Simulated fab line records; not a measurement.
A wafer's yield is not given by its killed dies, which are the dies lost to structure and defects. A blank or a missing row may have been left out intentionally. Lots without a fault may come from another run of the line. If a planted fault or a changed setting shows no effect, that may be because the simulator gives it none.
Which of the tools did it? ; flow sky130 ; 11 lots, 33 wafers sampled, at 1 step of a route of 708

== WHAT THE GAUGES SHOWED, per wafer ==
SKY_LDD_P_TW_MEAS_11.
lot;measured;on;LDD_P_TW
L182;day 19 02:35;film_metro-01;635 634 633
L184;day 19 20:55;film_metro-04;629 629 626
L186;day 20 11:50;film_metro-01;632 633 633
L185;day 20 12:40;film_metro-01;633 630 632
L188;day 21 13:59;film_metro-01;631 633 632
L192;day 23 03:37;film_metro-01;636 632 636
L193;day 23 04:24;film_metro-01;635 634 634
L195;day 23 22:08;film_metro-04;633 628 632
L196;day 24 10:15;film_metro-03;636 639 636
L205;day 27 09:54;film_metro-03;639 642 643
L204;day 27 12:57;film_metro-01;635 632 632

== WHAT TOOL EACH LOT RAN ON (gives the tool, then ch and the chambers of the sampled wafers, and finally the start) ==
Record: no process step prior to these readings.

== THE ANSWER, worked out from the rows above alone ==
Rule: the lots themselves supply what counts as usual. Put in order of their means at a reading, lots are off if they are a third of the lots or fewer, leave a main group of 4 or more, and stand apart from it by a gap of 3 or more times the standard deviation of the main group's means; of several such gaps the widest counts. The tables above print the reading to a certain number of digits; a main group whose means all agree to those digits is not used. Also off: a lot with no number at a reading for which 4 or more lots have one. The other lots that the step has rows for count as sound.
No lot is off on any of the readings shown, so nothing can be concluded from this.

== WHAT WAS PUT IN BY THE SIMULATOR ==
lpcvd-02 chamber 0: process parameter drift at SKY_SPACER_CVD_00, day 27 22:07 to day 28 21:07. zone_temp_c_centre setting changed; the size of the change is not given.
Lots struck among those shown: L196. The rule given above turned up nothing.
